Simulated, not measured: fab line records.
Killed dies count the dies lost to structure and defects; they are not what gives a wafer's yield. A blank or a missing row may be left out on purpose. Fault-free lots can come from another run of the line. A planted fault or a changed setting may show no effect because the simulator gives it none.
Which of the tools did it? ; flow sky130 ; 33 wafers from 11 lots sampled at 2 of the route's 708 steps

## WHAT THE GAUGES SHOWED, per wafer
SKY_VT_ADJUST_LVTN_OVL_MEAS_18. Usual: VT_ADJUST_LVTN_01_OVL typically reads -0.3 nm, with standard deviation 1.9.
lot;measured;on;VT_ADJUST_LVTN_01_OVL (nm);flag
L166;day 8 07:07;overlay-01;-1.1 -2.6 -4.2;
L168;day 8 18:25;overlay-02;2.8 2.6 1.4;
L170;day 9 09:16;overlay-02;-0.1 0.4 0.1;
L171;day 9 14:56;overlay-01;-0.2 0.5 -1.3;
L178;day 11 11:30;overlay-01;0.0 1.5 1.2;
L179;day 11 16:22;overlay-02;-1.7 -2.0 -1.3;
L184;day 12 22:37;overlay-02;-1.0 -2.1 -1.0;
L185;day 13 09:31;overlay-01;-3.0 -2.9 -3.2;
L186;day 13 16:25;overlay-02;3.1 3.0 2.2;
L187;day 13 22:38;overlay-02;-2.3 -3.4 -2.1;
L188;day 14 02:48;overlay-01;-3.7 -3.8 -1.9;

## EACH LOT AND THE TOOL THAT RAN IT (in order: tool; ch and the chambers of the sampled wafers; start)
lot;SKY_NWELL_STRIP_25
L166;plasma asher-03 ch 0,1, day 5 18:56
L168;plasma asher-04 ch 0,1, day 6 05:25
L170;plasma asher-02 ch 0,1, day 6 18:59
L171;plasma asher-04 ch 0,1, day 6 23:32
L178;plasma asher-03 ch 0, day 8 16:01
L179;plasma asher-03 ch 0,1, day 8 21:11
L184;plasma asher-03 ch 0,1, day 10 01:59
L185;plasma asher-03 ch 0,1, day 10 11:16
L186;plasma asher-04 ch 0, day 10 18:29
L187;plasma asher-02 ch 0,1, day 10 23:14
L188;plasma asher-03 ch 0,1, day 11 03:01
- SKY_NWELL_STRIP_25: strips in O2/N2.

## WHAT THE TOOLS THEMSELVES READ (means of the sampled wafers that have a number; where no wafer has one, the mark that the record gives instead)
SKY_NWELL_STRIP_25. Usual: drypump motor current A 6.1 A, standard deviation 0.45; oes product au 0.722 a.u., standard deviation 0.0042; strip time to endpoint s 36.91 s, standard deviation 0.079.
lot;tool;drypump motor current A (A);oes product au (a.u.);strip time to endpoint s (s);flag
L166;plasma asher-03;6.4;0.726;36.97;
L168;plasma asher-04;5.6;0.721;36.89;
L170;plasma asher-02;6.0;0.722;36.78;
L171;plasma asher-04;5.9;0.718;36.98;
L178;plasma asher-03;6.3;0.726;36.98;
L179;plasma asher-03;6.4;0.724;36.91;
L184;plasma asher-03;6.4;0.726;36.79;
L185;plasma asher-03;6.4;0.725;36.93;
L186;plasma asher-04;6.3;0.723;37.07;
L187;plasma asher-02;6.0;0.721;36.83;
L188;plasma asher-03;6.4;0.719;36.80;

## THE ANSWER, worked out from the rows above alone
Rule: a lot counts as off when the mean over its wafers that have a number is more than 3 standard deviations away from the usual mean. A lot without any number at a reading at which 4 lots or more have one is off too. Where the step has rows for the other lots, those lots are counted as sound. After the gauges, taken in route order, come the tools' own readings; for these a lot's mean is taken, as printed above. The first step at which some lot is off is used, and at that step the reading that is off furthest; a lot without a number counts as furthest.
Across all readings shown, no lot is off: no conclusion can be drawn from this.

## WHAT THE SIMULATOR HAD INSERTED
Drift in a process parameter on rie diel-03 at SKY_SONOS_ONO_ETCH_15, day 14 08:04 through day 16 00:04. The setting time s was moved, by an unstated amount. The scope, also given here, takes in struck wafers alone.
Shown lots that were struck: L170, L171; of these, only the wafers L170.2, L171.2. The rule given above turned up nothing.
